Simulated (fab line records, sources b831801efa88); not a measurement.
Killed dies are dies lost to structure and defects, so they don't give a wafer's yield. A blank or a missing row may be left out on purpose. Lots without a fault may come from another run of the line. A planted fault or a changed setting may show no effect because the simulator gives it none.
Which tool did it? | flow sky130 | 6 lots, 18 wafers sampled, at 1 step of a route of 708

WHAT THE GAUGES READ, wafer by wafer
SKY_SD_P_OVL_MEAS_08.
lot  | measured     | on         | SD_P_OVL (nm)
L703 | day 26 15:57 | overlay-01 | 0.2 -0.2 1.0
L705 | day 27 19:23 | overlay-01 | -0.4 0.4 -0.3
L714 | day 30 15:39 | overlay-01 | -0.4 -0.8 0.6
L717 | day 31 13:25 | overlay-02 | -0.3 -1.8 -0.4
L718 | day 32 10:19 | overlay-01 | 0.3 0.1 0.6
L721 | day 33 02:57 | overlay-02 | -1.4 0.7 -0.8

WHICH TOOL RAN EACH LOT (tool, then ch and the chambers of the sampled wafers, then the start)
The record holds no process step before these readings.

THE ANSWER, worked out from the rows above alone
Rule: what is usual is taken from the lots themselves. Put in order of their means at a reading, lots are off if they are a third of the lots or fewer, leave a main group of 4 or more, and stand apart from it by a gap of 3 or more times the standard deviation of the main group's means; of several such gaps the widest counts. A main group whose means are all the same, to the digits that the tables above print for the reading, isn't used. A lot without any number at a reading at which 4 lots or more have one is off too. The other lots that the step has rows for count as sound.
No lot is off at any reading shown: from this, nothing can be told.

WHAT THE SIMULATOR HAD PUT IN
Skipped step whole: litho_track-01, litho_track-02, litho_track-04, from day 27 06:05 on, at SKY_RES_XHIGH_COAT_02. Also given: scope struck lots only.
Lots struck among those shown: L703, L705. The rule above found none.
